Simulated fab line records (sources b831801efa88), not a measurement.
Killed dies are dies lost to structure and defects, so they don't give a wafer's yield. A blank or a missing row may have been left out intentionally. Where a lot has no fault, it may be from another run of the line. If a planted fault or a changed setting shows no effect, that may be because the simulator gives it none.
fab line records	flow sky130
[record] lots = 6	wafers = 18	last_day = 50
route steps=708 shown FIELD_ISO@1 PAD_OPEN@708
lots with no fault: from the same line, run without faults
start_h: hours from the record's opening day to when the first of the lot's shown wafers began	wait_h: time in hours since the lot's previous step	" the same as in the row above	L1.1+2: several wafers, shown together as one row	- either no value or no given start	* or withheld: withheld	< > ~ a bound
route shown NAME@n: NAME is a module with steps in the file, n the number in the route of the first one	usual: mean/standard deviation of fault-free wafers	same: alike in all rows	chamber/n: place in a boat	sites: each site's reading	_std_site: the values' standard deviation	_edge_site: mean of outer sites minus mean of inner sites	radius_mm: for every site, how far away it sits from the centre of the wafer	mask NAME#n: copy n	behind: the most recent tool/chamber to have shaped the wafer	hold: why the lot went on hold/how many hours it stayed there/how the hold came to an end	device: the transistor (n, p or np) that didn't switch	end of line: the route-end tests of the same wafers	a step given without rows: its recipe and nothing more	killed: dies that structure and defects cost at the first sort, which is not the same as the wafer's yield	map: a wafer's dies, x killed, . not, _ none there
set.NAME: the setting as run; set.NAME@STEP: as run at that earlier step	model.NAME: the simulator's own value behind a step, which no gauge read
lots at some steps of the route; a table a step, a row a wafer
services: the hour from which a tool's chamber was out of use, counted from the record's first day as start_h (under 0 if before that day), plus the number of hours and why
[[steps]]
[step SKY_FIELD_ISO_BOW_MEAS_00]
[recipe] mode = bow
[usual] INCOMING_BOW = 0/6.2
lot.wafer	tool	chamber	start_h	wait_h	INCOMING_BOW[um]
L364.1	film_metro-03	-	15.00	-	-7
L364.3	"	-	"	"	9
L364.4	"	-	"	"	-5
L368.3	film_metro-03	-	35.04	-	5
L368.5	"	-	"	"	-1
L368.6	"	-	"	"	-4
L369.1	film_metro-03	-	40.00	-	2
L369.2	"	-	"	"	0
L369.5	"	-	"	"	9
L370.1	film_metro-03	-	45.00	-	-1
L370.4	"	-	"	"	-9
L370.6	"	-	"	"	4
L380.1	film_metro-03	-	95.00	-	8
L380.2	"	-	"	"	11
L380.4	"	-	"	"	-4
L386.3	film_metro-04	-	125.04	-	4
L386.4	"	-	"	"	-2
L386.5	"	-	"	"	-1
[step SKY_FIELD_ISO_OXIDATION_01]
[recipe] temp_c = 900	ambient = O2	stabilise_s = 600	purge_s = 300	target_thk_a = 120	ox_time_s = 1843
[step SKY_FIELD_ISO_THK_MEAS_02]
[recipe] reads = SiO2_of_FIELD_ISO_OXIDATION_01
[usual] FIELD_ISO_OXIDATION_00_THK = 12.13/0.23
lot.wafer	tool	chamber	start_h	wait_h	FIELD_ISO_OXIDATION_00_THK[nm]
L364.1	film_metro-04	-	17.28	0.0	12.18
L364.3	"	-	"	"	12.29
L364.4	"	-	"	"	12.25
L368.3	film_metro-03	-	37.59	0.0	12.12
L368.5	"	-	"	"	12.13
L368.6	"	-	"	"	12.06
L369.1	film_metro-01	-	41.85	0.0	12.41
L369.2	"	-	"	"	12.38
L369.5	"	-	"	"	12.64
L370.1	film_metro-03	-	49.87	0.0	12.35
L370.4	"	-	"	"	12.15
L370.6	"	-	"	"	12.48
L380.1	film_metro-04	-	97.93	0.0	12.07
L380.2	"	-	"	"	12.07
L380.4	"	-	"	"	12.15
L386.3	film_metro-03	-	126.65	0.0	12.17
L386.4	"	-	"	"	12.10
L386.5	"	-	"	"	12.07
[step SKY_FIELD_ISO_CVD_03]
[recipe] material = Si3N4	precursor = DCS/NH3	target_thk_nm = 165	temp_c = 765.2	time_s = 2830	pressure_mtorr = 250
[step SKY_FIELD_ISO_THK_MEAS_04]
[recipe] reads = Si3N4_of_FIELD_ISO_CVD_03
[usual] FIELD_ISO_CVD_03_THK = 150.2/1.6
lot.wafer	tool	chamber	start_h	wait_h	FIELD_ISO_CVD_03_THK[nm]
L364.1	film_metro-03	-	19.12	0.0	150.7
L364.3	"	-	"	"	152.2
L364.4	"	-	"	"	151.6
L368.3	film_metro-01	-	39.43	0.0	148.2
L368.5	"	-	"	"	149.1
L368.6	"	-	"	"	149.7
L369.1	film_metro-04	-	44.81	0.0	148.4
L369.2	"	-	"	"	149.1
L369.5	"	-	"	"	149.7
L370.1	film_metro-01	-	51.71	0.0	148.6
L370.4	"	-	"	"	149.5
L370.6	"	-	"	"	150.1
L380.1	film_metro-03	-	107.68	0.0	150.1
L380.2	"	-	"	"	150.4
L380.4	"	-	"	"	149.9
L386.3	film_metro-01	-	128.50	0.0	149.3
L386.4	"	-	"	"	150.3
L386.5	"	-	"	"	150.2
[step SKY_FIELD_ISO_DEHYDRATE_05]
[recipe] temp_c = 200	time_s = 60
[step SKY_FIELD_ISO_HMDS_06]
[recipe] prime_time_s = 60	prime_temp_c = 120
[step SKY_FIELD_ISO_COAT_07]
[recipe] resist = BARC	temp_c = withheld	time_s = withheld	spin_rpm = 3000	resist_thk_nm = 60
[step SKY_FIELD_ISO_COAT_08]
[recipe] resist = KrF-thick	spin_rpm = 3000	resist_thk_nm = 450
lot.wafer	tool	chamber	start_h	wait_h	model.KrF-thick_of_FIELD_ISO_COAT_08.thk_nm
L364.1	litho_track-03	0	26	-	452.1
L364.3	"	0	"	"	450.7
L364.4	"	0	"	"	450.8
L368.3	litho_track-03	0	46	-	451.1
L368.5	"	0	"	"	451
L368.6	"	0	47	-	450.1
L369.1	litho_track-03	0	52	-	396.6
L369.2	"	0	"	"	395.4
L369.5	"	0	"	"	395.8
L370.1	litho_track-03	0	59	-	395.8
L370.4	"	0	"	"	394.4
L370.6	"	0	"	"	394.7
L380.1	litho_track-02	0	116	-	448.8
L380.2	"	0	"	"	450.3
L380.4	"	0	"	"	450.1
L386.3+4+5	litho_track-01	0	137	-	449.9
[step SKY_FIELD_ISO_SOFTBAKE_09]
[recipe] temp_c = 100	time_s = 90	resist = KrF-thick
[step SKY_FIELD_ISO_EXPOSE_10]
[recipe] mask_id = FOM	na = 0.68	source_shape = annular	sigma_inner = 0.4	sigma_outer = 0.8	target_cd_nm = 150	dose_mj = 28
[step SKY_FIELD_ISO_PEB_11]
[recipe] peb_temp_c = withheld	peb_time_s = withheld	resist = KrF-thick
[step SKY_FIELD_ISO_DEVELOP_12]
[recipe] develop_time_s = 60	resist = KrF-thick	dev_temp_c = 21
[step SKY_FIELD_ISO_CD_MEAS_13]
[recipe] target_cd_nm = 150
[usual] cd_nm = 150.1/1.9
lot.wafer	tool	chamber	start_h	wait_h	cd_nm
L364.1	cd_sem-01	-	34.12	-	152.0
L364.3	"	-	"	"	151.3
L364.4	"	-	"	"	153.1
L368.3	cd_sem-01	-	54.70	-	150.6
L368.5	"	-	"	"	151.2
L368.6	"	-	"	"	153.5
L369.1	cd_sem-02	-	60.72	-	146.1
L369.2	"	-	"	"	144.1
L369.5	"	-	"	"	145.2
L370.1	cd_sem-02	-	67.22	-	149.3
L370.4	"	-	"	"	149.1
L370.6	"	-	"	"	149.5
L380.1	cd_sem-01	-	126.17	-	151.1
L380.2	"	-	"	"	152.2
L380.4	"	-	"	"	150.6
L386.3	cd_sem-01	-	147.37	-	149.1
L386.4	"	-	"	"	151.6
L386.5	"	-	"	"	149.1
[step SKY_FIELD_ISO_ETCH_14]
[recipe] chemistry = N2/H2	target = BARC	ion_energy_ev = 200	source_w = 500	bias_w = 100	pressure_mtorr = 30	n2_flow_sccm = 100	h2_flow_sccm = 200	stop_on = SiO2	time_s = 45.9	target_depth_a = 600
[usual] drypump_motor_current_A = 5.9/0.4	oes_product_au = 0.856/0.0044	rf_fwd_power_W = 494.6/2.1	throttle_valve_pct = 13.224/0.0084
lot.wafer	tool	chamber	start_h	wait_h	drypump_motor_current_A	oes_product_au	rf_fwd_power_W	rf_hours_counter_h	throttle_valve_pct
L364.1	rie_diel-02	0	34.24	0.1	5.9	0.850	497.4	143	13.232
L364.3	"	2	"	"	5.7	0.851	496.0	56	13.222
L364.4	"	1	"	"	6.5	0.855	493.2	-	13.217
L368.3	rie_diel-04	0	54.78	0.1	5.6	0.849	492.7	136	13.219
L368.5	"	1	"	"	5.7	0.858	495.3	-	13.222
L368.6	"	0	"	"	5.6	0.852	492.9	-	13.229
L369.1	rie_diel-04	3	60.84	0.1	6.5	0.852	492.1	101	13.215
L369.2	"	2	"	"	5.7	0.855	493.9	65	13.212
L369.5	"	1	"	"	5.7	0.853	490.5	-	13.212
L370.1	rie_diel-03	3	67.34	0.1	6.1	0.862	494.4	94	13.240
L370.4	"	1	"	"	5.6	0.850	493.7	127	13.217
L370.6	"	1	"	"	5.6	0.858	491.8	-	13.221
L380.1	rie_diel-04	3	126.29	0.1	6.5	0.861	491.6	102	13.232
L380.2	"	0	"	"	5.6	0.851	490.8	138	13.219
L380.4	"	1	"	"	5.7	0.856	493.9	129	13.227
L386.3	rie_diel-03	2	147.45	0.1	6.3	0.852	497.5	134	13.218
L386.4	"	3	"	"	6.1	0.848	494.1	96	13.217
L386.5	"	3	"	"	6.1	0.862	493.2	-	13.243
[step SKY_FIELD_ISO_ETCH_15]
[recipe] chemistry = CHF3/O2	target_depth_nm = 180	stop_on = Si	source_w = 600	bias_w = 200	pressure_mtorr = 40	chf3_flow_sccm = 50	O2_flow_sccm = 5	time_s = 72
[usual] drypump_motor_current_A = 5.9/0.41	oes_product_au = 0.895/0.0074	rf_fwd_power_W = 595.3/2.1	throttle_valve_pct = 8.828/0.009
lot.wafer	tool	chamber	start_h	wait_h	drypump_motor_current_A	oes_product_au	rf_fwd_power_W	rf_hours_counter_h	throttle_valve_pct	model.KrF-thick_of_FIELD_ISO_COAT_08.thk_nm
L364.1	rie_diel-02	0	34.28	0.0	5.9	0.888	597.1	143	8.822	242.4
L364.3	"	2	"	"	5.6	0.906	597.5	56	8.829	235.7
L364.4	"	1	"	"	6.5	0.896	595.7	-	8.821	237.2
L368.3	rie_diel-04	0	54.82	0.0	5.6	0.885	594.4	136	8.814	235.7
L368.5	"	1	"	"	5.7	0.886	596.2	-	8.819	232.7
L368.6	"	0	"	"	5.6	0.894	595.7	-	8.815	232.6
L369.1	rie_diel-04	3	60.88	0.0	6.5	0.890	593.6	101	8.822	184.4
L369.2	"	2	"	"	5.7	0.897	598.7	65	8.820	183.5
L369.5	"	1	"	"	5.6	0.898	592.4	-	8.842	176.7
L370.1	rie_diel-03	3	67.38	0.0	6.1	0.891	595.4	94	8.827	183
L370.4	"	1	"	"	5.5	0.902	598.3	127	8.831	175.6
L370.6	"	1	"	"	5.5	0.899	597.3	-	8.835	176.1
L380.1	rie_diel-04	3	126.33	0.0	6.5	0.891	591.1	102	8.836	238.7
L380.2	"	0	"	"	5.6	0.898	591.4	138	8.824	236.5
L380.4	"	1	"	"	5.7	0.894	592.8	129	8.820	232.9
L386.3	rie_diel-03	2	147.49	0.0	6.3	0.898	597.0	134	8.836	230
L386.4	"	3	"	"	6.1	0.892	597.2	96	8.818	236.6
L386.5	"	3	"	"	6.1	0.898	594.8	-	8.838	236.6
[step SKY_FIELD_ISO_STRIP_16]
[recipe] chemistry = O2/N2	power_w = 1400	pressure_mtorr = 1500	platen_temp_c = withheld	o2_flow_sccm = 3000	n2_flow_sccm = 300	overash_fraction = 0.5
[usual] drypump_motor_current_A = 5.7/0.59	oes_product_au = 0.378/0.0049	strip_time_to_endpoint_s = 3.54/0.04
lot.wafer	tool	chamber	start_h	wait_h	drypump_motor_current_A	oes_product_au	rf_hours_counter_h	strip_time_to_endpoint_s
L364.1	plasma_asher-04	0	34.33	0.0	6.4	0.382	37	3.61
L364.3	"	0	"	"	6.4	0.377	-	3.53
L364.4	"	1	"	"	6.6	0.378	-	3.55
L368.3	plasma_asher-01	1	54.91	0.1	5.3	0.378	-	3.55
L368.5	"	0	"	"	6.3	0.376	-	3.51
L368.6	"	1	"	"	5.4	0.377	-	3.50
L369.1	plasma_asher-01	0	60.93	0.0	6.3	0.359	37	2.99
L369.2	"	1	"	"	5.4	0.354	37	2.97
L369.5	"	0	"	"	6.3	0.354	-	2.90
L370.1	plasma_asher-04	1	67.43	0.0	6.6	0.354	40	2.97
L370.4	"	0	"	"	6.4	0.353	-	2.90
L370.6	"	0	"	"	6.4	0.348	-	2.90
L380.1	plasma_asher-02	1	126.38	0.0	5.6	0.387	33	3.58
L380.2	"	0	"	"	5.0	0.377	33	3.55
L380.4	"	0	"	"	5.0	0.376	-	3.50
L386.3	plasma_asher-02	0	147.58	0.1	5.0	0.376	-	3.47
L386.4	"	1	"	"	5.6	0.370	-	3.55
L386.5	"	1	"	"	5.6	0.375	-	3.55
[step SKY_FIELD_ISO_ETCH_17]
[recipe] target_depth_a = 3420	mask_material = Si3N4	chemistry = HBr/Cl2/O2	target = Si	taper_deg = 5	icp_w = 600	bias_w = 153	pressure_mtorr = 15	HBr_flow_sccm = 150	Cl2_flow_sccm = 40	O2_flow_sccm = 6	time_s = 97.7
[usual] drypump_motor_current_A = 5.43/0.12	oes_product_au = 1.004/0.011	rf_fwd_power_W = 596.5/1.9	throttle_valve_pct = 25.655/0.011
lot.wafer	tool	chamber	start_h	wait_h	drypump_motor_current_A	oes_product_au	rf_fwd_power_W	rf_hours_counter_h	throttle_valve_pct
L364.1	rie_si-02	2	34.43	0.1	5.48	0.996	595.1	120	25.657
L364.3	"	1	"	"	5.52	1.007	595.7	47	25.667
L364.4	"	2	"	"	5.48	1.002	594.6	-	25.645
L368.3	rie_si-01	0	54.97	0.0	5.25	0.986	598.5	93	25.665
L368.5	"	2	"	"	5.41	0.995	596.8	-	25.660
L368.6	"	3	"	"	5.62	1.016	596.8	-	25.659
L369.1	rie_si-01	3	61.03	0.1	5.65	1.017	595.7	66	25.638
L369.2	"	0	"	"	5.24	0.990	595.2	93	25.676
L369.5	"	3	"	"	5.62	1.008	598.7	-	25.647
L370.1	rie_si-01	1	67.53	0.1	5.38	1.021	598.2	89	25.642
L370.4	"	3	"	"	5.61	1.022	598.7	66	25.648
L370.6	"	2	"	"	5.43	1.012	594.9	-	25.661
L380.1	rie_si-02	0	126.48	0.1	5.46	0.988	595.1	0	25.685
L380.2	"	1	"	"	5.54	0.987	593.1	48	25.659
L380.4	"	2	"	"	5.48	1.011	599.2	121	25.642
L386.3	rie_si-01	2	147.64	0.0	5.45	0.997	595.3	3	25.659
L386.4	"	1	"	"	5.37	1.017	598.2	89	25.647
L386.5	"	1	"	"	5.37	1.018	597.4	-	25.658
[step SKY_PAD_OPEN_PROBE_99]
[usual] killed_at_M0_to_M3 = 43/7.2	killed_at_M4_up = 3.3/2	killed_at_contacts = 25/5.8	killed_at_front_end = 15/4.5	killed_dies = 86/9.4	killed_open = 47/7.1	killed_short = 39/6
[same] gross_dies = 492	killed_at_back_side = 0	killed_at_other = 0
lot.wafer	tool	chamber	start_h	wait_h	killed_at_M0_to_M3	killed_at_M4_up	killed_at_contacts	killed_at_front_end	killed_dies	killed_open	killed_short
L364.1	prober-02	-	1077.00	0.1	48	3	22	8	81	39	42
L364.3	prober-02	-	1077.10	0.2	33	3	25	11	72	32	40
L364.4	prober-02	-	1077.15	0.2	44	1	22	10	77	49	28
L368.3	prober-01	-	1107.24	0.2	43	3	28	20	94	51	43
L368.5	prober-01	-	1107.34	0.2	33	3	17	19	72	41	31
L368.6	prober-01	-	1107.39	0.2	27	2	39	20	88	46	42
L369.1	prober-01	-	1111.51	0.1	40	5	23	15	83	46	37
L369.2	prober-01	-	1111.56	0.1	52	5	32	11	100	55	45
L369.5	prober-01	-	1111.71	0.2	42	5	27	12	86	39	47
L370.1	prober-02	-	1122.75	0.1	41	1	27	19	88	45	43
L370.4	prober-02	-	1122.90	0.2	31	6	32	14	83	33	50
L370.6	prober-02	-	1123.00	0.2	28	3	24	21	76	40	35
L380.1	prober-01	-	1181.12	0.1	43	5	28	22	98	38	59
L380.2	prober-01	-	1181.17	0.1	43	1	20	15	79	48	30
L380.4	prober-01	-	1181.27	0.2	33	4	19	14	70	37	33
L386.3	prober-02	-	1195.63	0.2	49	1	20	17	87	50	36
L386.4	prober-02	-	1195.68	0.2	39	4	30	10	83	44	39
L386.5	prober-02	-	1195.73	0.2	31	2	20	24	77	38	39
// killed by level:class
L364.1 LI_CONTACT:geometric_particle:open=8 METAL1:geometric_particle:short=8 VIA3:geometric_particle:open=7 VIA1:geometric_particle:open=7 METAL2:geometric_particle:short=7 VIA2:geometric_particle:open=5 CONTACT:geometric_particle:open=4 VIA1:geometric_particle:short=4
L364.3 CONTACT:geometric_particle:open=10 VIA1:geometric_particle:open=8 LOCAL_INTERCONNECT:geometric_particle:short=6 METAL2:geometric_particle:short=6 LI_CONTACT:geometric_particle:open=4 VIA3:geometric_particle:open=4 METAL1:geometric_particle:short=4 VIA2:geometric_particle:short=4
L364.4 VIA3:geometric_particle:open=11 VIA1:geometric_particle:open=10 LI_CONTACT:geometric_particle:open=7 LOCAL_INTERCONNECT:geometric_particle:short=6 VIA2:geometric_particle:open=6 CONTACT:geometric_particle:open=5 VIA1:geometric_particle:short=5 METAL2:geometric_particle:short=5
L368.3 VIA1:geometric_particle:open=14 CONTACT:geometric_particle:open=12 FIELD_ISO:geometric_particle:short=6 VIA2:geometric_particle:open=6 POLY_GATE:geometric_particle:open=6 LI_CONTACT:geometric_particle:open=5 METAL1:geometric_particle:short=5 METAL3:geometric_particle:short=5
L368.5 CONTACT:geometric_particle:open=8 VIA3:geometric_particle:short=7 FIELD_ISO:geometric_particle:open=6 VIA2:geometric_particle:open=5 VIA1:geometric_particle:open=5 POLY_GATE:geometric_particle:short=4 LI_CONTACT:geometric_particle:open=4 METAL1:geometric_particle:short=4
L368.6 LI_CONTACT:geometric_particle:open=13 VIA1:geometric_particle:open=10 CONTACT:geometric_particle:open=10 POLY_GATE:geometric_particle:short=7 POLY_GATE:geometric_particle:open=6 LI_CONTACT:geometric_particle:short=6 CONTACT:geometric_particle:short=6 LOCAL_INTERCONNECT:geometric_particle:short=4
L369.1 VIA1:geometric_particle:open=12 VIA2:geometric_particle:open=8 METAL2:geometric_particle:short=6 LI_CONTACT:geometric_particle:short=5 CONTACT:geometric_particle:open=5 FIELD_ISO:geometric_particle:open=4 LI_CONTACT:geometric_particle:open=4 LOCAL_INTERCONNECT:geometric_particle:short=4
L369.2 CONTACT:geometric_particle:open=15 VIA1:geometric_particle:open=14 LI_CONTACT:geometric_particle:open=8 METAL1:geometric_particle:short=8 METAL2:geometric_particle:short=6 VIA2:geometric_particle:short=5 METAL4:geometric_particle:short=5 FIELD_ISO:geometric_particle:short=4
L369.5 CONTACT:geometric_particle:open=10 VIA1:geometric_particle:short=9 METAL2:geometric_particle:short=7 VIA2:geometric_particle:open=6 VIA1:geometric_particle:open=6 LI_CONTACT:geometric_particle:short=6 POLY_GATE:geometric_particle:open=4 LI_CONTACT:geometric_particle:open=4
L370.1 VIA1:geometric_particle:open=11 CONTACT:geometric_particle:short=8 VIA2:geometric_particle:open=7 LI_CONTACT:geometric_particle:open=7 VIA1:geometric_particle:short=7 LOCAL_INTERCONNECT:geometric_particle:short=6 FIELD_ISO:geometric_particle:open=5 POLY_GATE:geometric_particle:open=5
L370.4 LI_CONTACT:geometric_particle:open=10 CONTACT:geometric_particle:short=7 METAL1:geometric_particle:short=7 METAL3:geometric_particle:short=6 CONTACT:geometric_particle:open=6 FIELD_ISO:geometric_particle:short=5 LOCAL_INTERCONNECT:geometric_particle:short=5 METAL4:geometric_particle:short=5
L370.6 CONTACT:geometric_particle:open=10 FIELD_ISO:geometric_particle:short=7 VIA1:geometric_particle:open=6 POLY_GATE:geometric_particle:open=5 LI_CONTACT:geometric_particle:open=5 VIA2:geometric_particle:open=5 VIA3:geometric_particle:open=5 METAL1:geometric_particle:short=4
L380.1 FIELD_ISO:geometric_particle:short=9 CONTACT:geometric_particle:open=9 VIA1:geometric_particle:open=8 METAL1:geometric_particle:short=8 METAL2:geometric_particle:short=7 CONTACT:geometric_particle:short=6 LI_CONTACT:geometric_particle:short=5 LI_CONTACT:geometric_particle:open=5
L380.2 CONTACT:geometric_particle:open=11 VIA1:geometric_particle:open=10 VIA3:geometric_particle:open=6 POLY_GATE:geometric_particle:open=5 METAL1:geometric_particle:short=5 LI_CONTACT:geometric_particle:open=5 VIA1:geometric_particle:short=5 VIA2:geometric_particle:open=5
L380.4 CONTACT:geometric_particle:open=6 LI_CONTACT:geometric_particle:open=5 CONTACT:geometric_particle:short=5 METAL2:geometric_particle:short=5 POLY_GATE:geometric_particle:open=4 VIA2:geometric_particle:open=4 VIA1:geometric_particle:open=4 VIA3:geometric_particle:open=4
L386.3 VIA1:geometric_particle:open=14 LI_CONTACT:geometric_particle:open=8 METAL1:geometric_particle:short=8 VIA3:geometric_particle:open=7 FIELD_ISO:geometric_particle:open=6 VIA2:geometric_particle:open=5 CONTACT:geometric_particle:open=4 VIA1:geometric_particle:short=4
L386.4 LI_CONTACT:geometric_particle:open=10 VIA1:geometric_particle:open=10 CONTACT:geometric_particle:open=9 VIA1:geometric_particle:short=7 VIA2:geometric_particle:open=6 LOCAL_INTERCONNECT:geometric_particle:short=6 METAL2:geometric_particle:short=4 FIELD_ISO:geometric_particle:open=3
L386.5 CONTACT:geometric_particle:open=7 POLY_GATE:geometric_particle:short=6 CONTACT:geometric_particle:short=5 VIA1:geometric_particle:open=5 VIA3:geometric_particle:open=5 POLY_GATE:geometric_particle:open=4 LI_CONTACT:geometric_particle:open=4 VIA1:geometric_particle:short=4
[[services]]
tool	chamber	start_h	hours	kind
rie_diel-03	3	5.87	23.0	repair
rie_diel-03	2	9.80	2.2	repair
rie_si-02	-	27.03	0.4	repair
rie_diel-02	3	28.76	-	clean
rie_diel-02	3	28.76	14.1	scheduled_down
rie_diel-02	3	28.76	14.1	vent_cycle
rie_si-02	0	31.96	5.1	repair
rie_si-02	0	61.89	-	clean
rie_si-02	0	61.89	20.3	scheduled_down
rie_si-02	0	61.89	20.3	vent_cycle
rie_diel-03	2	70.20	8.5	repair
plasma_asher-01	-	73.95	10.8	repair
plasma_asher-04	-	78.23	2.8	pm
rie_diel-03	-	90.89	0.5	repair
rie_si-02	2	96.17	11.3	repair
rie_diel-02	1	100.21	7.7	repair
rie_diel-03	-	102.27	0.2	repair
rie_si-01	-	116.76	2.8	pm
rie_si-02	1	120.78	3.1	repair
rie_diel-03	-	126.03	2.8	pm
rie_diel-04	2	137.06	7.4	repair
plasma_asher-04	-	142.19	0.4	repair
rie_si-01	0	142.98	2.4	repair
rie_si-02	2	144.57	10.4	repair
[[key]]
[first_sign] step = SKY_FIELD_ISO_CD_MEAS_13	reading = cd_nm	direction = down	sigmas = 1.5	usual = 150.1	struck = 147.2
[effect] step = SKY_FIELD_ISO_STRIP_16	reading = strip_time_to_endpoint_s	direction = down	sigmas = 15	usual = *	struck = *
[model_effect] step = SKY_FIELD_ISO_COAT_08	value = KrF-thick_of_FIELD_ISO_COAT_08.thk_nm	without = 448.5	struck = 395.4
[model_effect] step = SKY_FIELD_ISO_ETCH_15	value = KrF-thick_of_FIELD_ISO_COAT_08.thk_nm	without = 233	struck = 179.9
met_at SKY_FIELD_ISO_COAT_08
struck_wafers L369.1,L369.2,L369.5,L370.1,L370.4,L370.6
tester_left_out L369,L370
onset_between 46 52
[fault] kind = process_parameter_drift	tool = litho_track-03	chamber = -	onset_h = 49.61	steps = SKY_FIELD_ISO_COAT_08	channel = resist_thk_nm	offset = -53.277	shape = step	end_h = 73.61	acts_in = these_recipes_only	stated = 450
// tester_left_out: of these lots the tester's yield and bins aren't shown, on N5 and GAA mostly nor the transistor test; their killed dies are dies lost to structure and defects alone, not to doping, threshold or leakage, so they don't give the yield
